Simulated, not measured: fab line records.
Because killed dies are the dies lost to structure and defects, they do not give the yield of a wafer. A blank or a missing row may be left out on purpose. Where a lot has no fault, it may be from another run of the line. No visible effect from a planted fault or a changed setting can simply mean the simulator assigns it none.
fab line records | flow sky130
record: lots: 7 | wafers: 21 | last-day: 50
route steps=708 shown VIA1@467 PAD_OPEN@708
lots that met no fault: taken from a fault-free run of the same line
start-h: hours from the record's opening day to when the first of the lot's shown wafers began | wait-h: hours since the lot's step before | " repeats the value in the row above | L1.1+2: a single row standing in for several wafers | - either no value or no given start | * or withheld: withheld | < > ~ a bound
route shown NAME@n: NAME is a module with steps in the file, n the number in the route of the first one | usual: mean/standard deviation taken from wafers without a fault | same: alike in all rows | chamber/n: place in a boat | sites: the reading at each site | _std_site: standard deviation of those values | _edge_site: mean of outer sites minus mean of inner sites | radius-mm: how far each site lies from the wafer's centre | mask NAME#n: copy n | behind: the most recent tool/chamber to have shaped the wafer | hold: why the lot went on hold/how many hours it stayed there/how the hold came to an end | device: transistor that didn't switch, given as n, p or np | end of line: the same wafers' tests at the end of the route | a step given without rows: its recipe and nothing more | killed: at the first sort, the dies lost to defects and structure; wafer yield is something else | map: per-die view of a wafer (x killed, . not killed, _ where there is no die)
set.NAME: the setting the step ran with; set.NAME@STEP: the setting that earlier step ran with | model.NAME: the simulator's own value behind a step, which no gauge read
lots at selected steps of the route; one table per step, one row per wafer
services: the hour from which a tool's chamber was out of use, counted from the record's first day as start-h (under 0 if before that day), plus the number of hours and why
== steps ==
step: SKY_VIA1_EXPOSE_09
recipe: mask-id: VIM | na: 0.8 | source-shape: annular | sigma-inner: 0.55 | sigma-outer: 0.85 | target-cd-nm: 150 | dose-mj: 38
step: SKY_VIA1_PEB_10
recipe: peb-temp-c: withheld | peb-time-s: withheld | resist: KrF-thick
step: SKY_VIA1_DEVELOP_11
recipe: develop-time-s: 60 | resist: KrF-thick | dev-temp-c: 21
step: SKY_VIA1_CD_MEAS_12
recipe: target-cd-nm: 150
usual: cd-nm: 149.2/1.5
lot.wafer | tool      | chamber | start-h | wait-h | cd-nm
L454.1    | cd-sem-01 | -       | 775.58  | -      | 149.2
L454.2    | "         | -       | "       | "      | 148.0
L454.3    | "         | -       | "       | "      | 150.1
L460.2    | cd-sem-02 | -       | 833.34  | -      | 149.5
L460.3    | "         | -       | "       | "      | 149.3
L460.5    | "         | -       | "       | "      | 150.5
L470.3    | cd-sem-02 | -       | 915.77  | -      | 146.5
L470.5    | "         | -       | "       | "      | 147.7
L470.6    | "         | -       | "       | "      | 148.4
L471.2    | cd-sem-01 | -       | 921.65  | -      | 146.4
L471.3    | "         | -       | "       | "      | 146.5
L471.5    | "         | -       | "       | "      | 148.0
L472.1    | cd-sem-02 | -       | 928.62  | -      | 151.8
L472.3    | "         | -       | "       | "      | 151.0
L472.6    | "         | -       | "       | "      | 150.7
L473.1    | cd-sem-01 | -       | 930.03  | -      | 152.6
L473.2    | "         | -       | "       | "      | 151.7
L473.5    | "         | -       | "       | "      | 150.0
L477.2    | cd-sem-01 | -       | 948.95  | -      | 149.8
L477.3    | "         | -       | "       | "      | 150.1
L477.5    | "         | -       | "       | "      | 148.3
step: SKY_VIA1_OVL_MEAS_13
usual: VIA1_OVL: 1/5.6
lot.wafer | tool       | chamber | start-h | wait-h | VIA1_OVL[nm]
L454.1    | overlay-01 | -       | 775.70  | 0.1    | -2
L454.2    | "          | -       | "       | "      | -3
L454.3    | "          | -       | "       | "      | -3
L460.2    | overlay-02 | -       | 833.45  | 0.1    | 3
L460.3    | "          | -       | "       | "      | 1
L460.5    | "          | -       | "       | "      | -2
L470.3    | overlay-02 | -       | 915.87  | 0.1    | -12
L470.5    | "          | -       | "       | "      | -11
L470.6    | "          | -       | "       | "      | -9
L471.2    | overlay-02 | -       | 921.76  | 0.1    | 7
L471.3    | "          | -       | "       | "      | 6
L471.5    | "          | -       | "       | "      | 8
L472.1    | overlay-01 | -       | 928.74  | 0.1    | 4
L472.3    | "          | -       | "       | "      | 4
L472.6    | "          | -       | "       | "      | 4
L473.1    | overlay-01 | -       | 930.15  | 0.1    | -2
L473.2    | "          | -       | "       | "      | 8
L473.5    | "          | -       | "       | "      | 0
L477.2    | overlay-01 | -       | 949.06  | 0.1    | 5
L477.3    | "          | -       | "       | "      | 4
L477.5    | "          | -       | "       | "      | 7
step: SKY_VIA1_ETCH_14
recipe: chemistry: N2/H2 | target: BARC | ion-energy-ev: 200 | source-w: 500 | bias-w: 100 | pressure-mtorr: 30 | n2-flow-sccm: 100 | h2-flow-sccm: 200 | stop-on: SiO2 | time-s: 45.9 | target-depth-a: 600
usual: chamber-pressure-mTorr: 30.001/0.025 | drypump-motor-current-A: 5.8/0.52 | h2-flow-sccm: 200.0/0.61 | oes-product-au: 0.856/0.0046 | throttle-valve-pct: 13.226/0.0095
same: time-s: 45.9
lot.wafer | tool        | chamber | start-h | wait-h | chamber-pressure-mTorr | drypump-motor-current-A | h2-flow-sccm | oes-product-au | rf-hours-counter-h | throttle-valve-pct
L454.1    | rie-diel-04 | 3       | 775.74  | 0.0    | 29.986                 | 6.0                     | 200.3        | 0.859          | 5                  | 13.235
L454.2    | "           | 2       | "       | "      | 30.044                 | 5.2                     | 200.0        | 0.849          | 13                 | 13.226
L454.3    | "           | 0       | "       | "      | 29.994                 | 5.6                     | 200.2        | 0.856          | 1                  | 13.220
L460.2    | rie-diel-02 | 2       | 833.48  | 0.0    | 29.990                 | 5.3                     | 199.7        | 0.847          | 13                 | 13.235
L460.3    | "           | 1       | "       | "      | 29.993                 | 5.8                     | 199.2        | 0.860          | 3                  | 13.230
L460.5    | "           | 0       | "       | "      | 30.000                 | 5.7                     | 200.3        | 0.853          | -                  | 13.226
L470.3    | rie-diel-04 | 1       | 915.89  | 0.0    | 30.034                 | 5.4                     | 200.8        | 0.859          | 9                  | 13.232
L470.5    | "           | 3       | "       | "      | 29.964                 | 6.0                     | 199.4        | 0.858          | -                  | 13.224
L470.6    | "           | 1       | "       | "      | 29.963                 | 5.4                     | 201.1        | 0.864          | -                  | 13.230
L471.2    | rie-diel-03 | 0       | 921.79  | 0.0    | 30.000                 | 6.8                     | 200.6        | 0.861          | 8                  | 13.240
L471.3    | "           | 2       | "       | "      | 30.045                 | 5.2                     | 200.0        | 0.857          | 21                 | 13.215
L471.5    | "           | 0       | "       | "      | 29.958                 | 6.8                     | 200.3        | 0.856          | -                  | 13.222
L472.1    | rie-diel-04 | 2       | 928.78  | 0.0    | 30.030                 | 5.2                     | 199.3        | 0.849          | 18                 | 13.226
L472.3    | "           | 1       | "       | "      | 30.012                 | 5.4                     | 200.4        | 0.854          | 9                  | 13.226
L472.6    | "           | 0       | "       | "      | 30.028                 | 5.6                     | 199.2        | 0.861          | -                  | 13.236
L473.1    | rie-diel-03 | 3       | 930.19  | 0.0    | 30.041                 | 5.7                     | 200.1        | 0.854          | 8                  | 13.216
L473.2    | "           | 0       | "       | "      | 29.957                 | 6.8                     | 201.2        | 0.857          | 8                  | 13.219
L473.5    | "           | 1       | "       | "      | 29.984                 | 6.7                     | 199.7        | 0.855          | -                  | 13.232
L477.2    | rie-diel-04 | 3       | 949.09  | 0.0    | 29.988                 | 6.0                     | 199.8        | 0.850          | 10                 | 13.230
L477.3    | "           | 2       | "       | "      | 29.984                 | 5.3                     | 200.3        | 0.855          | 18                 | 13.220
L477.5    | "           | 1       | "       | "      | 29.970                 | 5.4                     | 200.4        | 0.859          | -                  | 13.217
step: SKY_VIA1_ETCH_15
recipe: target: SiO2 | chemistry: C4F8/O2/Ar | target-depth-nm: 351 | stop-on: TiN | mask-material: KrF-thick | source-w: 1500 | bias-w: 1200 | pressure-mtorr: 40 | c4f8-flow-sccm: withheld | O2_flow_sccm: 6 | Ar_flow_sccm: 300 | time-s: 54
usual: chamber-pressure-mTorr: 40.00/0.037 | oes-product-au: 0.982/0.0062
same: time-s: 54
lot.wafer | tool        | chamber | start-h | wait-h | chamber-pressure-mTorr | oes-product-au | rf-hours-counter-h
L454.1    | rie-diel-04 | 3       | 775.78  | 0.0    | 39.93                  | 0.987          | 5
L454.2    | "           | 2       | "       | "      | 40.02                  | 0.970          | 13
L454.3    | "           | 0       | "       | "      | 39.97                  | 0.986          | 1
L460.2    | rie-diel-02 | 2       | 833.52  | 0.0    | 39.92                  | 0.991          | 13
L460.3    | "           | 1       | "       | "      | 39.96                  | 0.978          | 3
L460.5    | "           | 0       | "       | "      | 39.99                  | 0.986          | -
L470.3    | rie-diel-04 | 1       | 915.93  | 0.0    | 40.01                  | 0.986          | 9
L470.5    | "           | 3       | "       | "      | 40.04                  | 0.985          | -
L470.6    | "           | 1       | "       | "      | 40.02                  | 0.981          | -
L471.2    | rie-diel-03 | 0       | 921.83  | 0.0    | 40.02                  | 0.989          | 8
L471.3    | "           | 2       | "       | "      | 39.96                  | 0.990          | 21
L471.5    | "           | 0       | "       | "      | 39.98                  | 0.985          | -
L472.1    | rie-diel-04 | 2       | 928.82  | 0.0    | 39.92                  | 0.970          | 18
L472.3    | "           | 1       | "       | "      | 39.99                  | 0.974          | 9
L472.6    | "           | 0       | "       | "      | 40.00                  | 0.981          | -
L473.1    | rie-diel-03 | 3       | 930.23  | 0.0    | 40.04                  | 0.983          | 8
L473.2    | "           | 0       | "       | "      | 39.96                  | 0.986          | 9
L473.5    | "           | 1       | "       | "      | 40.00                  | 0.987          | -
L477.2    | rie-diel-04 | 3       | 949.13  | 0.0    | 39.98                  | 0.987          | 10
L477.3    | "           | 2       | "       | "      | 40.07                  | 0.981          | 18
L477.5    | "           | 1       | "       | "      | 40.03                  | 0.974          | -
step: SKY_VIA1_STRIP_16
recipe: chemistry: O2/N2 | power-w: 1400 | pressure-mtorr: 1500 | platen-temp-c: withheld | o2-flow-sccm: 3000 | n2-flow-sccm: 300 | overash-fraction: 0.5
usual: chamber-pressure-mTorr: 1500.0/1.4 | drypump-motor-current-A: 5.7/0.35 | o2-flow-sccm: 3001/9.3 | oes-product-au: 0.416/0.0047 | strip-time-to-endpoint-s: 4.463/0.023
same: overash-fraction: 0.5
lot.wafer | tool            | chamber | start-h | wait-h | chamber-pressure-mTorr | drypump-motor-current-A | o2-flow-sccm | oes-product-au | rf-hours-counter-h | strip-time-to-endpoint-s
L454.1    | plasma-asher-04 | 1       | 775.83  | 0.0    | 1497.7                 | 5.4                     | 3015         | 0.423          | 3                  | 4.446
L454.2    | "               | 0       | "       | "      | 1499.4                 | 6.1                     | 2989         | 0.414          | 3                  | 4.510
L454.3    | "               | 0       | "       | "      | 1499.1                 | 6.1                     | 2984         | 0.409          | -                  | 4.471
L460.2    | plasma-asher-02 | 1       | 833.57  | 0.0    | 1500.1                 | 6.0                     | 2982         | 0.419          | 39                 | 4.452
L460.3    | "               | 1       | "       | "      | 1501.1                 | 6.0                     | 3017         | 0.416          | -                  | 4.465
L460.5    | "               | 0       | "       | "      | 1500.0                 | 5.2                     | 2989         | 0.404          | -                  | 4.419
L470.3    | plasma-asher-02 | 0       | 916.01  | 0.1    | 1499.0                 | 5.2                     | 2985         | 0.418          | -                  | 4.482
L470.5    | "               | 1       | "       | "      | 1501.0                 | 6.0                     | 3008         | 0.424          | -                  | 4.454
L470.6    | "               | 0       | "       | "      | 1501.5                 | 5.2                     | 2996         | 0.419          | -                  | 4.501
L471.2    | plasma-asher-01 | 1       | 921.88  | 0.0    | 1500.9                 | 5.7                     | 2993         | 0.429          | 110                | 4.476
L471.3    | "               | 1       | "       | "      | 1499.6                 | 5.7                     | 3006         | 0.417          | -                  | 4.477
L471.5    | "               | 0       | "       | "      | 1499.0                 | 5.9                     | 3019         | 0.427          | -                  | 4.467
L472.1    | plasma-asher-01 | 1       | 928.87  | 0.0    | 1500.7                 | 5.7                     | 3002         | 0.415          | 111                | 4.504
L472.3    | "               | 1       | "       | "      | 1499.3                 | 5.7                     | 2987         | 0.418          | -                  | 4.460
L472.6    | "               | 0       | "       | "      | 1498.6                 | 6.0                     | 3006         | 0.416          | -                  | 4.425
L473.1    | plasma-asher-02 | 0       | 930.28  | 0.0    | 1499.4                 | 5.2                     | 2994         | 0.416          | 49                 | 4.476
L473.2    | "               | 1       | "       | "      | 1501.7                 | 6.0                     | 2996         | 0.417          | 49                 | 4.413
L473.5    | "               | 1       | "       | "      | 1498.8                 | 6.0                     | 3009         | 0.412          | -                  | 4.402
L477.2    | plasma-asher-02 | 0       | 949.18  | 0.0    | 1499.1                 | 5.1                     | 3013         | 0.413          | 51                 | 4.455
L477.3    | "               | 0       | "       | "      | 1499.6                 | 5.1                     | 3000         | 0.410          | -                  | 4.496
L477.5    | "               | 0       | "       | "      | 1501.4                 | 5.2                     | 3012         | 0.412          | -                  | 4.472
step: SKY_VIA1_STRIP_17
recipe: chemistry: post-etch-residue-remover | time-s: 1200 | temp-c: 72.5
step: SKY_VIA1_CLEAN_18
recipe: chemistry: IPA | time-s: 180 | temp-c: 25
step: SKY_VIA1_CLEAN_19
recipe: chemistry: O3/DIW | dry: n2-spin
step: SKY_VIA1_SPUTTER_20
recipe: material: TiN | target-thk-nm: 20 | chamber-pressure-pa: 5 | power-w: 4000 | time-s: 80
usual: throttle-valve-pct: 29.8/1.1
same: time-s: 80
lot.wafer | tool           | chamber | start-h | wait-h | throttle-valve-pct
L454.1    | pvd-sputter-04 | -       | 776.42  | 0.0    | 27.9
L454.2    | "              | -       | "       | "      | 30.8
L454.3    | "              | -       | "       | "      | 30.5
L460.2    | pvd-sputter-02 | -       | 834.16  | 0.0    | 30.7
L460.3    | "              | -       | "       | "      | 29.4
L460.5    | "              | -       | "       | "      | 29.5
L470.3    | pvd-sputter-04 | -       | 916.57  | 0.0    | 27.7
L470.5    | "              | -       | "       | "      | 31.7
L470.6    | "              | -       | "       | "      | 27.7
L471.2    | pvd-sputter-01 | -       | 922.47  | 0.0    | 29.3
L471.3    | "              | -       | "       | "      | 28.6
L471.5    | "              | -       | "       | "      | 28.9
L472.1    | pvd-sputter-04 | -       | 929.46  | 0.0    | 30.0
L472.3    | "              | -       | "       | "      | 27.6
L472.6    | "              | -       | "       | "      | 30.1
L473.1    | pvd-sputter-01 | -       | 930.87  | 0.0    | 29.6
L473.2    | "              | -       | "       | "      | 30.3
L473.5    | "              | -       | "       | "      | 29.9
L477.2    | pvd-sputter-02 | -       | 949.78  | 0.0    | 28.8
L477.3    | "              | -       | "       | "      | 29.7
L477.5    | "              | -       | "       | "      | 30.8
step: SKY_VIA1_CVD_21
recipe: material: W | target-thk-nm: 270 | time-s: 80.902 | temp-c: 400 | pressure-torr: 40
usual: chamber-pressure-Torr: 39.99/0.078 | heater-power-w: 839/82
same: time-s: 80.902
lot.wafer | tool     | chamber | start-h | wait-h | chamber-pressure-Torr | heater-power-w | since-wet-clean-h | model.W_of_VIA1_CVD_21.thk-nm
L454.1    | cvd-w-01 | 1       | 776.48  | 0.0    | 39.91                 | 722            | 372               | 264.6
L454.2    | "        | 0       | "       | "      | 39.95                 | 785            | 372               | 264.1
L454.3    | "        | 0       | "       | "      | 39.96                 | 798            | -                 | 265.7
L460.2    | cvd-w-02 | 0       | 834.22  | 0.0    | 39.92                 | 975            | 930               | 269.3
L460.3    | "        | 1       | "       | "      | 40.01                 | 871            | -                 | 269
L460.5    | "        | 0       | "       | "      | 39.98                 | 971            | -                 | 268.6
L470.3    | cvd-w-01 | 0       | 916.66  | 0.1    | 47.70                 | 820            | -                 | 294.7
L470.5    | "        | 1       | "       | "      | 39.98                 | 755            | -                 | 272.6
L470.6    | "        | 0       | "       | "      | 47.63                 | 819            | -                 | 296.6
L471.2    | cvd-w-01 | 1       | 922.53  | 0.0    | 40.06                 | 729            | 519               | 267.7
L471.3    | "        | 1       | "       | "      | 40.02                 | 736            | -                 | 266.4
L471.5    | "        | 0       | "       | "      | 47.48                 | 788            | -                 | 292.8
L472.1    | cvd-w-02 | 1       | 929.52  | 0.0    | 40.06                 | 828            | 12                | 267.5
L472.3    | "        | 0       | "       | "      | 39.94                 | 881            | -                 | 268.6
L472.6    | "        | 1       | "       | "      | 39.98                 | 825            | -                 | 264
L473.1    | cvd-w-01 | 0       | 930.93  | 0.0    | 47.67                 | 799            | 527               | 292.9
L473.2    | "        | 1       | "       | "      | 40.05                 | 758            | 527               | 272.5
L473.5    | "        | 1       | "       | "      | 40.09                 | 744            | -                 | 269.6
L477.2    | cvd-w-02 | 0       | 949.84  | 0.0    | 39.91                 | 882            | 32                | 268.5
L477.3    | "        | 0       | "       | "      | 39.88                 | 879            | -                 | 265
L477.5    | "        | 0       | "       | "      | 39.86                 | 911            | -                 | 265.7
step: SKY_VIA1_RS_MEAS_22
recipe: thk-meas-gauge: four-point-probe | reads: W_of_VIA1_CVD_21+TiN_of_VIA1_SPUTTER_20
usual: VIA1_W_RS: 0.429/0.0048
lot.wafer | tool          | chamber | start-h | wait-h | VIA1_W_RS[ohm/sq]
L454.1    | film-metro-01 | -       | 776.57  | 0.1    | 0.436
L454.2    | "             | -       | "       | "      | 0.436
L454.3    | "             | -       | "       | "      | 0.433
L460.2    | film-metro-01 | -       | 834.33  | 0.1    | 0.427
L460.3    | "             | -       | "       | "      | 0.428
L460.5    | "             | -       | "       | "      | 0.429
L470.3    | film-metro-03 | -       | 916.76  | 0.1    | 0.390
L470.5    | "             | -       | "       | "      | 0.423
L470.6    | "             | -       | "       | "      | 0.388
L471.2    | film-metro-03 | -       | 922.65  | 0.1    | 0.431
L471.3    | "             | -       | "       | "      | 0.432
L471.5    | "             | -       | "       | "      | 0.392
L472.1    | film-metro-03 | -       | 929.61  | 0.1    | 0.430
L472.3    | "             | -       | "       | "      | 0.428
L472.6    | "             | -       | "       | "      | 0.437
L473.1    | film-metro-03 | -       | 931.03  | 0.1    | 0.393
L473.2    | "             | -       | "       | "      | 0.423
L473.5    | "             | -       | "       | "      | 0.428
L477.2    | film-metro-02 | -       | 949.95  | 0.1    | 0.429
L477.3    | "             | -       | "       | "      | 0.434
L477.5    | "             | -       | "       | "      | 0.435
step: SKY_VIA1_THK_MEAS_23
recipe: thk-meas-gauge: xrf | reads: W_of_VIA1_CVD_21
usual: VIA1_W_THK: 264.2/2.9
lot.wafer | tool          | chamber | start-h | wait-h | VIA1_W_THK[nm]
L454.1    | film-metro-01 | -       | 776.69  | 0.1    | 259.1
L454.2    | "             | -       | "       | "      | 258.6
L454.3    | "             | -       | "       | "      | 260.0
L460.2    | film-metro-01 | -       | 834.44  | 0.1    | 268.3
L460.3    | "             | -       | "       | "      | 265.7
L460.5    | "             | -       | "       | "      | 266.7
L470.3    | film-metro-03 | -       | 916.86  | 0.1    | 290.1
L470.5    | "             | -       | "       | "      | 268.4
L470.6    | "             | -       | "       | "      | 291.0
L471.2    | film-metro-03 | -       | 922.76  | 0.1    | 264.6
L471.3    | "             | -       | "       | "      | 263.0
L471.5    | "             | -       | "       | "      | 286.3
L472.1    | film-metro-03 | -       | 929.73  | 0.1    | 263.1
L472.3    | "             | -       | "       | "      | 263.5
L472.6    | "             | -       | "       | "      | 260.2
L473.1    | film-metro-03 | -       | 931.15  | 0.1    | 287.8
L473.2    | "             | -       | "       | "      | 267.5
L473.5    | "             | -       | "       | "      | 264.4
L477.2    | film-metro-02 | -       | 950.06  | 0.1    | 264.1
L477.3    | "             | -       | "       | "      | 259.6
L477.5    | "             | -       | "       | "      | 262.0
step: SKY_VIA1_CMP_24
recipe: stop-on: SiO2 | t-overpolish-s: 15 | down-force-psi: 3.5 | platen-rpm: 60 | target-thk-nm: 0 | pad-velocity-m-s: 0.94248
usual: motor-current-A: 11.3/1 | platen-rpm: 60.00/0.037
lot.wafer | tool   | chamber | start-h | wait-h | motor-current-A | platen-rpm
L454.3    | cmp-02 | 2       | 776.80  | 0.1    | 12.6            | 60.01
L454.2    | "      | 3       | "       | "      | 9.2             | 60.03
L454.1    | "      | 0       | "       | "      | 10.7            | 59.96
L460.2    | cmp-01 | 0       | 834.59  | 0.1    | 12.7            | 59.92
L460.3    | "      | 1       | "       | "      | 11.1            | 59.96
L460.5    | "      | 2       | "       | "      | 10.6            | 60.06
L470.3    | cmp-01 | 0       | 917.00  | 0.1    | 12.2            | 60.04
L470.6    | "      | 2       | "       | "      | 10.9            | 59.97
L470.5    | "      | 3       | "       | "      | 11.2            | 60.01
L471.2    | cmp-01 | 3       | 922.81  | 0.0    | 12.0            | 59.96
L471.3    | "      | 1       | "       | "      | 11.0            | 59.98
L471.5    | "      | 0       | "       | "      | 12.1            | 60.01
L472.3    | cmp-02 | 2       | 929.89  | 0.1    | 12.6            | 60.08
L472.1    | "      | 3       | "       | "      | 9.7             | 60.01
L472.6    | "      | 0       | "       | "      | 10.2            | 60.04
L473.2    | cmp-01 | 3       | 931.21  | 0.0    | 12.1            | 59.99
L473.1    | "      | 2       | "       | "      | 11.3            | 59.98
L473.5    | "      | 0       | "       | "      | 12.7            | 59.95
L477.3    | cmp-01 | 2       | 950.11  | 0.0    | 10.4            | 60.03
L477.2    | "      | 0       | "       | "      | 12.9            | 59.97
L477.5    | "      | 2       | "       | "      | 11.4            | 60.01
step: SKY_PAD_OPEN_PROBE_99
usual: defect-limited-yield: 82.3/1.8 | killed_at_M0_to_M3: 44/7.2 | killed_at_M4_up: 3.1/1.8 | killed-at-contacts: 24/4.5 | killed-at-front-end: 16/4.4 | killed-at-other: 0.2/0.42 | killed-dies: 87/8.9 | killed-open: 48/6.4 | killed-short: 39/6.2 | sort_bin_3_pad_short: 0.9/0.46 | sort_bin_5_function: 10.5/1.6 | sort_bin_6_memory: 6.3/1.1 | sort-n-pass: 405/8.9 | sort-yield-pct: 82.3/1.8
same: gross-dies: 492 | killed-at-back-side: 0 | sort_bin_4_leakage[%]: 0 | sort_bin_8_speed[%]: 0
lot.wafer | tool      | chamber | start-h | wait-h | defect-limited-yield[%] | killed_at_M0_to_M3 | killed_at_M4_up | killed-at-contacts | killed-at-front-end | killed-at-other | killed-dies | killed-open | killed-short | sort_bin_3_pad_short[%] | sort_bin_5_function[%] | sort_bin_6_memory[%] | sort-n-pass | sort-yield-pct[%]
L472.1    | prober-01 | -       | 1172.32 | 0.1    | 83.9                    | 37                 | 0               | 17                 | 25                  | 0               | 79          | 50          | 29           | 0.2                     | 10.4                   | 5.5                  | 413         | 83.9
L472.3    | prober-01 | -       | 1172.42 | 0.2    | 83.7                    | 42                 | 7               | 18                 | 12                  | 1               | 80          | 38          | 42           | 1.0                     | 9.8                    | 5.5                  | 412         | 83.7
L472.6    | prober-01 | -       | 1172.57 | 0.2    | 83.3                    | 49                 | 3               | 23                 | 7                   | 0               | 82          | 50          | 32           | 0.6                     | 9.3                    | 6.7                  | 410         | 83.3
L473.1    | prober-02 | -       | 1174.22 | 0.1    | 83.3                    | 50                 | 4               | 19                 | 9                   | 0               | 82          | 46          | 36           | 1.0                     | 10.2                   | 5.5                  | 410         | 83.3
L473.2    | prober-02 | -       | 1174.27 | 0.1    | 85.0                    | 36                 | 2               | 19                 | 17                  | 0               | 74          | 41          | 33           | 0.8                     | 9.3                    | 4.9                  | 418         | 85.0
L473.5    | prober-02 | -       | 1174.42 | 0.2    | 79.1                    | 66                 | 2               | 24                 | 11                  | 0               | 103         | 54          | 49           | 0.2                     | 14.0                   | 6.7                  | 389         | 79.1
killed by level:class
L472.1 FIELD_ISO:geometric-particle:open=12 VIA2:geometric-particle:open=11 CONTACT:geometric-particle:open=8 VIA1:geometric-particle:open=7 POLY_CUT:geometric-particle:short=4 LI_CONTACT:geometric-particle:short=4 LI_CONTACT:geometric-particle:open=4 VIA1:geometric-particle:short=4
L472.3 VIA1:geometric-particle:open=11 VIA2:geometric-particle:open=8 METAL2:geometric-particle:short=7 CONTACT:geometric-particle:open=6 LI_CONTACT:geometric-particle:open=5 CONTACT:geometric-particle:short=5 METAL1:geometric-particle:short=5 POLY_GATE:geometric-particle:open=4
L472.6 LI_CONTACT:geometric-particle:open=10 CONTACT:geometric-particle:open=9 VIA1:geometric-particle:open=8 VIA2:geometric-particle:open=8 VIA3:geometric-particle:open=7 VIA2:geometric-particle:short=5 POLY_GATE:geometric-particle:open=4 LI_CONTACT:geometric-particle:short=4
L473.1 VIA1:geometric-particle:open=15 METAL1:geometric-particle:short=7 VIA2:geometric-particle:open=7 VIA1:geometric-particle:short=6 CONTACT:geometric-particle:short=5 CONTACT:geometric-particle:open=5 VIA3:geometric-particle:open=5 LI_CONTACT:geometric-particle:open=4
L473.2 CONTACT:geometric-particle:open=8 METAL1:geometric-particle:short=7 POLY_GATE:geometric-particle:open=7 VIA1:geometric-particle:open=7 VIA2:geometric-particle:open=6 VIA3:geometric-particle:open=6 VIA1:geometric-particle:short=4 VIA2:geometric-particle:short=4
L473.5 VIA1:geometric-particle:open=15 METAL1:geometric-particle:short=10 VIA2:geometric-particle:open=10 CONTACT:geometric-particle:open=9 VIA3:geometric-particle:open=7 LOCAL_INTERCONNECT:geometric-particle:short=6 METAL2:geometric-particle:short=6 METAL3:geometric-particle:short=6
== services ==
tool           | chamber | start-h | hours | kind
cmp-01         | -       | 777.99  | 6.8   | repair
cvd-w-01       | -       | 786.25  | 2.8   | pm
cmp-01         | -       | 796.39  | 1.4   | repair
cvd-w-01       | 1       | 799.80  | 2.7   | repair
cmp-01         | -       | 810.30  | 6.4   | pm
rie-diel-04    | 0       | 810.59  | 2.9   | repair
rie-diel-03    | 2       | 815.27  | 6.7   | repair
rie-diel-03    | -       | 819.39  | 2.8   | pm
cvd-w-02       | 0       | 822.33  | 3.1   | repair
pvd-sputter-04 | -       | 828.75  | 1.2   | repair
cmp-01         | -       | 841.40  | 1.2   | repair
cvd-w-02       | -       | 850.23  | 6.9   | pm
cvd-w-02       | -       | 858.67  | 4.3   | pm
rie-diel-03    | 2       | 866.94  | 6.9   | repair
cmp-01         | -       | 877.12  | 0.8   | repair
cmp-01         | -       | 893.01  | 11.3  | pm
rie-diel-04    | 2       | 908.94  | 9.3   | repair
cmp-01         | -       | 912.28  | 4.0   | pm
cmp-01         | -       | 913.06  | 0.9   | repair
rie-diel-03    | 0       | 924.23  | 1.4   | repair
rie-diel-04    | -       | 936.10  | 0.5   | repair
rie-diel-03    | 3       | 944.93  | 4.6   | repair
rie-diel-04    | 0       | 944.98  | 15.2  | repair
rie-diel-03    | 1       | 946.84  | 4.6   | repair
== key ==
first-sign: step: SKY_VIA1_CVD_21 | reading: chamber-pressure-Torr | direction: up | sigmas: 98 | usual: 39.99 | struck: 47.62
effect: step: SKY_VIA1_RS_MEAS_22 | reading: VIA1_W_RS | direction: down | sigmas: 8 | usual: 0.429 | struck: 0.391
effect: step: SKY_VIA1_THK_MEAS_23 | reading: VIA1_W_THK | direction: up | sigmas: 8.5 | usual: 264.2 | struck: 288.8
model-effect: step: SKY_VIA1_CVD_21 | value: W_of_VIA1_CVD_21.thk-nm | without: 269.7 | struck: 294.3
met-at SKY_VIA1_CVD_21
struck-wafers L470.3,L470.6,L471.5,L473.1
onset-between 776.48 916.66
fault: kind: process-parameter-drift | tool: cvd-w-01 | chamber: 0 | onset-h: 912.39 | steps: SKY_VIA1_CVD_21 | channel: pressure-torr | offset: 7.5962 | shape: step | end-h: 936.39 | acts-in: these-recipes-only | stated: 40
